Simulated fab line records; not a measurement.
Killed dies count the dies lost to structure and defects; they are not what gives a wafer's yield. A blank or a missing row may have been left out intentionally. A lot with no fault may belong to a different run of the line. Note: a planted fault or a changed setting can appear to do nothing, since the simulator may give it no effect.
Which tool was responsible? | flow sky130 | 6 lots, 18 wafers sampled, at 1 step of a route of 708

## WHAT THE GAUGES READ, wafer by wafer
SKY_VT_ADJUST_HVTP_OVL_MEAS_08.
lot  | measured     | on         | VT_ADJUST_HVTP_OVL (nm)
L985 | day 6 22:07  | overlay-01 | -1.2 0.0 -1.9
L988 | day 7 18:34  | overlay-02 | -2.1 -2.3 -1.6
L992 | day 8 16:10  | overlay-01 | -1.8 -2.1 -0.2
L995 | day 9 13:29  | overlay-02 | -2.4 -2.5 -0.3
L998 | day 10 13:46 | overlay-01 | -0.6 0.5 0.3
L102 | day 11 08:39 | overlay-02 | 0.3 -1.8 -1.0

## TOOL THAT RAN EACH LOT (tool first, then ch and the chambers of the sampled wafers, then the start)
Record: no process step prior to these readings.

## THE ANSWER, worked out from the rows above alone
Rule: what is usual is taken from the lots themselves. Put in order of their means at a reading, lots are off if they are a third of the lots or fewer, leave a main group of 4 or more, and stand apart from it by a gap of 3 or more times the standard deviation of the main group's means; of several such gaps the widest counts. Not used: any main group whose means are identical at the precision the tables above print for the reading. Also off: a lot with no number at a reading for which 4 or more lots have one. Where the step has rows for the other lots, those lots are counted as sound.
None of the lots is off at any reading shown; this tells nothing.

## WHAT HAD BEEN PUT IN BY THE SIMULATOR
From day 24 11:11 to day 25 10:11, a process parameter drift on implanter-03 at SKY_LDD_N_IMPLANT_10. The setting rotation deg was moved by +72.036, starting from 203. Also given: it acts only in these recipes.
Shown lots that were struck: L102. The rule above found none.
